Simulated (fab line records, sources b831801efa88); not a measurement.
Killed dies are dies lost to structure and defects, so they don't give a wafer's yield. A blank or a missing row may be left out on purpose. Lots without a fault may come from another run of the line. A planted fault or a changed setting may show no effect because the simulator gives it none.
A struck lot beside a sound one | flow sfq_line | 15 steps out of a route of 325
Sound: wafers L748.2, L748.4, L748.6. Struck: wafers L757.3, L757.6. The cause comes at the end.
At each step with rows: each side's tool, then ch and its chambers, then its first start. Under that, the readings that differ: sound wafers | struck wafers | difference of the means | sigmas: that difference in standard deviations of wafers without a fault.
alike: readings whose means differ by less than 2 such deviations, and words and numbers that are the same on both sides. not compared: withheld readings, readings that some wafer has no value for, bounds like >300 that may hide the same value, and numbers for which the record gives no deviation and whose values overlap.
The two part at a step that has a row with sigmas, a row that says differs or no value, or rows on one side only. Numbers that don't overlap but have no deviation are shown without sigmas and don't part them. A reading that every wafer of one side lacks parts them only if that side has two wafers or more.

first, 1 step without rows for these wafers: SFQ_TRILAYER_M4_STRIP_SOLV_CLEAN_098 (cleans in NMP, time 600 s).
SFQ_TRILAYER_I4_DEP_PECVD_099: deposits SiO2 from SiH4/N2O, time 111.11 s, target thk 500 nm.
  sound on pecvd-04 ch 0,1,2, day 57 08:05; struck on pecvd-04 ch 0,1, day 60 22:35
  alike: heater_power_w, throttle_valve_pct
SFQ_TRILAYER_I4_CMP_CMP_100: polishes SiO2.
  sound on cmp-02 ch 1,2, day 57 08:10; struck on cmp-02 ch 1,3, day 61 05:26
  alike: motor_current_A, slurry_flow_ml_min, time_to_endpoint_s
SFQ_I4_BOW_MEAS_927:
  sound on film_metro-01, day 57 11:11; struck on film_metro-02, day 61 07:29
  alike: I4_BOW
SFQ_TRILAYER_I4_METRO_MEASURE_101:
  sound on film_metro-01, day 57 11:29; struck on film_metro-02, day 61 07:58
  alike: thk_nm
then, 6 steps without rows for these wafers: SFQ_TRILAYER_I4_VIA_LITHO_COAT_108 (resist thk 62 nm); SFQ_TRILAYER_I4_VIA_LITHO_COAT_103 (resist thk 650 nm); SFQ_TRILAYER_I4_VIA_LITHO_SOFTBAKE_107; SFQ_TRILAYER_I4_VIA_LITHO_EXPOSE_104 (exposes mask I4, target cd 700 nm); SFQ_TRILAYER_I4_VIA_LITHO_PEB_106 (peb time 60 s); SFQ_TRILAYER_I4_VIA_LITHO_DEVELOP_105 (time 60 s).
-- the record jumps here: 4 days lie between the struck wafers' starts before and after --
SFQ_I4_OVL_MEAS_928:
  sound on overlay-01, day 62 08:13; struck on overlay-01, day 65 18:12
  alike: I4_OVL
SFQ_TRILAYER_I4_VIA_BARC_OPEN_VIA_ETCH_146: etches BARC in O2, target depth 125 nm, time 41.7 s.
  sound on rie_diel-01 ch 0,2,3, day 62 08:15; struck on rie_diel-04 ch 2,3, day 65 18:14
  reading                                                 | sound             | struck    | difference | sigmas
  model.KrF_of_TRILAYER_I4_VIA_LITHO_COAT_103.thk_nm (nm) | 576.1 578.2 576.7 | 586 586.5 | +9         |
  alike: chamber_pressure_mTorr, drypump_motor_current_A, oes_product_au
  not compared: rf_hours_counter_h
SFQ_TRILAYER_I4_VIA_ETCH_VIA_ETCH_106: etches SiO2 in CHF3, stops on Nb, target depth 260 nm.
  sound on rie_diel-01 ch 0,2,3, day 62 08:17; struck on rie_diel-04 ch 2,3, day 65 18:16
  reading                                                 | sound             | struck    | difference | sigmas
  model.KrF_of_TRILAYER_I4_VIA_LITHO_COAT_103.thk_nm (nm) | 532.1 534.2 531.9 | 541 541.5 | +9         |
  alike: chamber_pressure_mTorr, drypump_motor_current_A, oes_product_au
SFQ_TRILAYER_I4_VIA_STRIP_STRIP_107: strips in O2.
  sound on rie_metal-01 ch 0, day 62 08:25; struck on rie_metal-04 ch 1, day 65 18:35
  alike: chamber_pressure_mTorr, drypump_motor_current_A, oes_product_au, platen_temp_c
  not compared: rf_hours_counter_h

WHERE THEY PART
Nowhere in this record.

WHY: what the simulator had put in
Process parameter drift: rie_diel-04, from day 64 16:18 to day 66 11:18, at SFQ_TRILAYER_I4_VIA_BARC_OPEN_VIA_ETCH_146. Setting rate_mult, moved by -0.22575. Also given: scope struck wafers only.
